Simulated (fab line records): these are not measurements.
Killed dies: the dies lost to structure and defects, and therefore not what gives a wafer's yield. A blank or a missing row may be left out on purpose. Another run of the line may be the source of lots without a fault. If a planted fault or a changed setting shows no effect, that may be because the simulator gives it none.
fab line records	flow sky130
record: lots: 5	wafers: 15	last-day: 50
route steps=708 shown DNWELL@37 PWDE@45 PAD_OPEN@708
lots with no fault: from the same line, run without faults
start-h: the number of hours between the record's first day and the start of the first shown wafer of the lot	wait-h: hours from the lot's prior step to this one	" identical to the entry in the row above	L1.1+2: a single row standing in for several wafers	- no value present, or no start provided	* or withheld: withheld	< > ~ a bound
route shown NAME@n: a module of which the file shows steps, and the number in the route of the first	usual: average and standard deviation across the fault-free wafers	same: alike in all rows	chamber/n: place in a boat	sites: readings site by site	_std_site: standard deviation of those values	_edge_site: inner sites' mean taken away from outer sites' mean	radius-mm: for every site, how far away it sits from the centre of the wafer	mask NAME#n: copy n	behind: the last tool/chamber to shape the wafer	hold: why the lot was held/for how many hours/how that ended	device: the n, p or np transistor that did not switch	end of line: the tests these same wafers got at the end of their route	for a step that has no rows: nothing shown but its recipe	killed: the dies lost at the first sort to structure and to defects; this is not the yield of the wafer	map: shows each die of a wafer: x if killed, . if not, _ if none is there
set.NAME: the setting that was run; set.NAME@STEP: the one run at that earlier step	model.NAME: the simulator's own value behind a step, which no gauge read
lots at some steps of the route; a table a step, a row a wafer
services: the hour from which a tool's chamber was out of use, counted from the record's first day as start-h (under 0 if before that day), plus the number of hours and why
== steps ==
step: SKY_DNWELL_COAT_02
recipe: spin-rpm: 2000	resist-thk-nm: 3000
step: SKY_DNWELL_SOFTBAKE_03
recipe: temp-c: 110	time-s: withheld
step: SKY_DNWELL_EXPOSE_04
recipe: mask-id: DNM	na: 0.57	target-cd-nm: 3000	dose-mj: 222
step: SKY_DNWELL_PEB_05
recipe: temp-c: 115	time-s: withheld
step: SKY_DNWELL_DEVELOP_06
recipe: wall-angle-deg: 90	developer: TMAH	develop-time-s: 60	dev-temp-c: 23
step: SKY_DNWELL_IMPLANT_07
recipe: species: P	energy-kev: withheld	dose-cm2: withheld	tilt-deg: withheld
step: SKY_DNWELL_STRIP_08
recipe: chemistry: O2/N2	power-w: 1400	pressure-mtorr: 1500	platen-temp-c: withheld	o2-flow-sccm: 3000	n2-flow-sccm: 300	overash-fraction: 0.5
usual: drypump-motor-current-A: 6.1/0.41	oes-product-au: 0.722/0.0049	strip-time-to-endpoint-s: 36.92/0.088
lot.wafer	tool	chamber	start-h	wait-h	drypump-motor-current-A	oes-product-au	rf-hours-counter-h	strip-time-to-endpoint-s
L426.1	plasma-asher-02	1	64.15	0.1	6.2	0.717	26	36.95
L426.3	"	0	"	"	6.3	0.730	-	36.89
L426.4	"	1	"	"	6.2	0.710	-	36.86
L435.3	plasma-asher-02	1	111.70	0.1	6.2	0.720	-	37.01
L435.4	"	0	"	"	6.3	0.724	-	36.99
L435.5	"	1	"	"	6.2	0.727	-	36.99
L436.1	plasma-asher-01	0	116.71	0.1	5.5	0.731	44	36.96
L436.3	"	0	"	"	5.5	0.711	-	36.91
L436.6	"	0	"	"	5.5	0.722	-	36.81
L445.2	plasma-asher-03	1	167.81	0.1	6.8	0.726	48	36.73
L445.3	"	0	"	"	5.7	0.714	-	36.73
L445.6	"	0	"	"	5.7	0.718	-	36.75
L447.1	plasma-asher-03	0	175.05	0.1	5.7	0.723	48	37.06
L447.2	"	1	"	"	6.8	0.721	48	37.01
L447.5	"	0	"	"	5.7	0.725	-	37.05
step: SKY_DNWELL_TW_MEAS_09
usual: DNWELL_TW: 1117/16
lot.wafer	tool	chamber	start-h	wait-h	DNWELL_TW
L426.1	film-metro-03	-	64.25	0.1	1133
L426.3	"	-	"	"	1128
L426.4	"	-	"	"	1130
L435.3	film-metro-02	-	111.78	0.1	1121
L435.4	"	-	"	"	1118
L435.5	"	-	"	"	1117
L436.1	film-metro-03	-	116.81	0.1	1139
L436.3	"	-	"	"	1139
L436.6	"	-	"	"	1137
L445.2	film-metro-02	-	167.92	0.1	1111
L445.3	"	-	"	"	1107
L445.6	"	-	"	"	1103
L447.1	film-metro-02	-	175.15	0.1	1105
L447.2	"	-	"	"	1107
L447.5	"	-	"	"	1110
step: SKY_PWDE_DEHYDRATE_00
recipe: temp-c: 200	time-s: 60
step: SKY_PWDE_HMDS_01
recipe: prime-time-s: 60	prime-temp-c: 120
step: SKY_PWDE_COAT_02
recipe: spin-rpm: 2000	resist-thk-nm: 3000
step: SKY_PWDE_SOFTBAKE_03
recipe: temp-c: 110	time-s: withheld
step: SKY_PWDE_EXPOSE_04
recipe: mask-id: PWDEM	na: 0.6	source-shape: conventional	sigma-outer: 0.6	polarization: unpolarized	target-cd-nm: 840	dose-mj: 214
usual: focus-offset-nm: 0.0/0.47
lot.wafer	tool	chamber	start-h	wait-h	mask	focus-offset-nm
L426.1	iline-stepper-02	0	73.27	-	PWDEM#0	-0.5
L426.3	"	0	"	"	PWDEM#0	0.3
L426.4	"	0	"	"	PWDEM#0	-0.3
L435.3	iline-stepper-01	0	120.65	-	PWDEM_R1#0	0.1
L435.4	"	0	"	"	PWDEM_R1#0	0.7
L435.5	"	0	"	"	PWDEM_R1#0	0.1
L436.1	iline-stepper-01	0	125.35	-	PWDEM#0	0.4
L436.3	"	0	"	"	PWDEM#0	0.5
L436.6	"	0	"	"	PWDEM#0	-0.2
L445.2	iline-stepper-01	0	178.11	-	PWDEM#0	-0.7
L445.3	"	0	"	"	PWDEM#0	-0.2
L445.6	"	0	"	"	PWDEM#0	0.3
L447.1	iline-stepper-02	0	184.96	-	PWDEM#0	0.6
L447.2	"	0	"	"	PWDEM#0	0.7
L447.5	"	0	"	"	PWDEM#0	-0.2
step: SKY_PWDE_PEB_05
recipe: temp-c: 115	time-s: withheld
step: SKY_PAD_OPEN_PROBE_99
lot.wafer	tool	chamber	start-h	wait-h	model.etest.res_p_drift_20v.line-ohm-um	model.etest.res_p_drift_20v.width-nm
L426.1	prober-01	-	1091.66	0.1	1.172e+04	838.9
L426.3	prober-01	-	1091.76	0.2	1.164e+04	841.5
L426.4	prober-01	-	1091.81	0.2	1.222e+04	836.4
L435.3	prober-02	-	1142.62	0.2	1.079e+04	964
L435.4	prober-02	-	1142.67	0.2	1.091e+04	963
L435.5	prober-02	-	1142.72	0.2	1.046e+04	970.3
L436.1	prober-01	-	1146.71	0.1	1.097e+04	828.1
L436.3	prober-01	-	1146.81	0.2	1.074e+04	825.3
L436.6	prober-01	-	1146.96	0.2	1.113e+04	824
L445.2	prober-02	-	1189.97	0.1	1.145e+04	841.9
L445.3	prober-02	-	1190.02	0.2	1.151e+04	844.8
L445.6	prober-02	-	1190.17	0.2	1.145e+04	842
L447.1	prober-02	-	1195.98	0.1	1.246e+04	839.7
L447.2	prober-02	-	1196.03	0.1	1.224e+04	840.5
L447.5	prober-02	-	1196.18	0.2	1.288e+04	837.2
killed by level:class
L426.1 LI_CONTACT:geometric-particle:open=10 VIA1:geometric-particle:open=10 CONTACT:geometric-particle:open=9 VIA1:geometric-particle:short=7 POLY_GATE:geometric-particle:open=6 VIA2:geometric-particle:open=6 METAL3:geometric-particle:short=6 LOCAL_INTERCONNECT:geometric-particle:short=5
L426.3 VIA1:geometric-particle:open=19 VIA3:geometric-particle:open=11 LI_CONTACT:geometric-particle:open=6 LOCAL_INTERCONNECT:geometric-particle:short=6 CONTACT:geometric-particle:short=6 VIA1:geometric-particle:short=6 VIA2:geometric-particle:open=6 CONTACT:geometric-particle:open=5
L426.4 CONTACT:geometric-particle:open=14 VIA1:geometric-particle:open=13 VIA2:geometric-particle:open=9 VIA1:geometric-particle:short=7 LI_CONTACT:geometric-particle:open=6 LI_CONTACT:geometric-particle:short=4 METAL1:geometric-particle:short=4 METAL3:geometric-particle:short=4
L436.1 VIA1:geometric-particle:open=15 CONTACT:geometric-particle:open=9 METAL2:geometric-particle:short=8 METAL1:geometric-particle:short=7 VIA3:geometric-particle:open=6 POLY_GATE:geometric-particle:short=5 FIELD_ISO:geometric-particle:open=3 VIA2:geometric-particle:open=3
L436.3 CONTACT:geometric-particle:open=12 VIA1:geometric-particle:open=10 POLY_GATE:geometric-particle:open=9 METAL2:geometric-particle:short=9 LI_CONTACT:geometric-particle:open=8 METAL4:geometric-particle:short=7 FIELD_ISO:geometric-particle:short=4 CONTACT:geometric-particle:short=4
L436.6 VIA1:geometric-particle:open=11 METAL2:geometric-particle:short=8 CONTACT:geometric-particle:open=5 VIA3:geometric-particle:short=5 VIA3:geometric-particle:open=4 METAL1:geometric-particle:short=4 VIA1:geometric-particle:short=4 SPACER:geometric-particle:open=3
L445.2 CONTACT:geometric-particle:open=14 LI_CONTACT:geometric-particle:open=6 METAL2:geometric-particle:short=6 LOCAL_INTERCONNECT:geometric-particle:short=5 VIA1:geometric-particle:short=4 METAL1:geometric-particle:short=4 POLY_GATE:geometric-particle:short=3 CONTACT:geometric-particle:short=3
L445.3 CONTACT:geometric-particle:open=15 VIA3:geometric-particle:open=10 VIA1:geometric-particle:open=10 LOCAL_INTERCONNECT:geometric-particle:short=6 VIA1:geometric-particle:short=6 POLY_GATE:geometric-particle:open=4 VIA2:geometric-particle:open=4 VIA3:geometric-particle:short=4
L445.6 VIA1:geometric-particle:open=12 METAL1:geometric-particle:short=9 LI_CONTACT:geometric-particle:short=8 POLY_GATE:geometric-particle:short=7 LI_CONTACT:geometric-particle:open=7 CONTACT:geometric-particle:open=7 VIA1:geometric-particle:short=6 FIELD_ISO:geometric-particle:open=4
L447.1 VIA1:geometric-particle:open=12 METAL1:geometric-particle:short=9 LI_CONTACT:geometric-particle:open=7 VIA2:geometric-particle:open=7 VIA3:geometric-particle:open=7 CONTACT:geometric-particle:open=5 VIA1:geometric-particle:short=5 METAL2:geometric-particle:short=5
L447.2 VIA1:geometric-particle:open=10 VIA3:geometric-particle:open=6 CONTACT:geometric-particle:open=6 METAL1:geometric-particle:short=6 VIA1:geometric-particle:short=6 LI_CONTACT:geometric-particle:open=5 METAL3:geometric-particle:short=5 FIELD_ISO:geometric-particle:open=4
L447.5 VIA1:geometric-particle:open=14 CONTACT:geometric-particle:open=10 METAL2:geometric-particle:short=7 VIA2:geometric-particle:short=6 VIA3:geometric-particle:open=6 LOCAL_INTERCONNECT:geometric-particle:short=5 METAL3:geometric-particle:short=4 FIELD_ISO:geometric-particle:open=3
== services ==
tool	chamber	start-h	hours	kind
plasma-asher-01	-	41.09	2.8	pm
plasma-asher-02	-	49.05	2.8	pm
iline-stepper-01	-	49.57	1.7	pm
iline-stepper-01	-	75.27	2.1	pm
iline-stepper-01	-	77.35	-	consumable-replace:lamp
iline-stepper-02	-	88.36	1.7	pm
plasma-asher-02	-	115.13	4.0	pm
iline-stepper-02	-	153.28	4.6	repair
plasma-asher-01	-	169.70	1.8	repair
== key ==
first-sign: step: SKY_PWDE_EXPOSE_04	reading: mask	direction: changed
effect none on later readings
model-effect: step: SKY_PAD_OPEN_PROBE_99	value: etest.res_p_drift_20v.line-ohm-um	without: 1.233e+04	struck: 1.072e+04
met-at SKY_PWDE_EXPOSE_04
struck-wafers L435.3,L435.4,L435.5
sort-left-out L435.3,L435.4,L435.5
tester-left-out L435
fault: kind: wrong-mask	tool: any	chamber: -	onset-h: 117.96	steps: SKY_PWDE_EXPOSE_04	aux-copy: PWDEM_R1#0	cd-offset-nm: 126	scope: struck-lots-only
tester-left-out: of these lots the tester's yield and bins aren't shown, on N5 and GAA mostly nor the transistor test; their killed dies are dies lost to structure and defects alone, not to doping, threshold or leakage, so they don't give the yield
sort-left-out: the simulated sort isn't trusted on such a fault, so these wafers' sort isn't shown, and their yield isn't known
